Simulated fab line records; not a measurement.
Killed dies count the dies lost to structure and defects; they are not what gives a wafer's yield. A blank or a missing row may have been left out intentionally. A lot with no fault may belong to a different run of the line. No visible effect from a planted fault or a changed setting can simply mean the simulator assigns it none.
2 desks, one fault / flow sky130 / only its own numbers are on each desk; what lay behind them is given at the end

TOOL OWNER'S DESK, rie metal-04
The tool's own readings at SKY_CAPM_METAL_ETCH_13 (etches TiN in Cl2/BCl3, stops on SiO2, target depth 220 nm, time 62.9 s): means of the sampled wafers that have a number, for each lot that ran on this tool. Any lot whose mean is over 4 standard deviations away from the usual mean is out of limits and marked OUT; that distance is given in the brackets.
Columns: A = drypump motor current A at SKY_CAPM_METAL_ETCH_13, usual 5.9 A; B = oes product au at SKY_CAPM_METAL_ETCH_13, usual 0.934 a.u.; C = throttle valve pct at SKY_CAPM_METAL_ETCH_13, usual 21.906 %
lot=L653; first seen here=day 37 22:49; A=5.9; B=0.938; C=21.900
lot=L655; first seen here=day 38 12:08; A=5.9; B=0.938; C=21.906
lot=L657; first seen here=day 39 06:05; A=5.5; B=0.935; C=21.903
lot=L658; first seen here=day 39 14:04; A=5.5; B=0.935; C=21.903
lot=L666; first seen here=day 41 15:33; A=5.9; B=0.935; C=21.907
lot=L668; first seen here=day 42 10:28; A=5.7; B=0.934; C=21.902
Finding of this desk: none of the 6 lots has anything out of limits.

THE METROLOGY DESK
What the gauges read for every lot (on any tool): the sampled wafers with a number, averaged. Any lot whose mean is over 4 standard deviations away from the usual mean is out of limits and marked OUT; that distance is given in the brackets.
Columns: A = CAP2M_CVD_00_THK at SKY_CAP2M_THK_MEAS_01, usual 15.49 nm; B = CAP2M_OVL at SKY_CAP2M_OVL_MEAS_12, usual 0.7 nm; C = METAL5_ALCU_THK at SKY_METAL5_THK_MEAS_06, usual 1152 nm
lot=L652; first seen here=day 39 14:37; A=15.34; B=0.8; C=1147
lot=L653; first seen here=day 40 04:46; A=15.53; B=-0.1; C=1141
lot=L654; first seen here=day 40 12:06; A=15.56; B=0.3; C=1170
lot=L655; first seen here=day 40 16:57; A=15.48; B=-0.1; C=1148
lot=L657; first seen here=day 41 10:50; A=15.68; B=0.0; C=1153
lot=L658; first seen here=day 41 19:04; A=15.34; B=2.1; C=1155
lot=L659; first seen here=day 42 01:52; A=15.50; B=1.1; C=1152
lot=L666; first seen here=day 43 17:49; A=15.87; B=0.1; C=1153
lot=L668; first seen here=day 44 13:08; A=15.31; B=0.2; C=1125
lot=L669; first seen here=day 44 13:25; A=15.25; B=1.7; C=1152
lot=L670; first seen here=day 44 22:01; A=15.56; B=-2.2; C=1153
lot=L674; first seen here=day 46 04:38; A=15.28; B=2.7; C=1137
Finding of this desk: none of the 12 lots has anything out of limits.

BROUGHT TOGETHER
The desk of the tool owner found nothing out of limits.
The metrology desk saw nothing out of limits.

WHAT THE SIMULATOR HAD INSERTED
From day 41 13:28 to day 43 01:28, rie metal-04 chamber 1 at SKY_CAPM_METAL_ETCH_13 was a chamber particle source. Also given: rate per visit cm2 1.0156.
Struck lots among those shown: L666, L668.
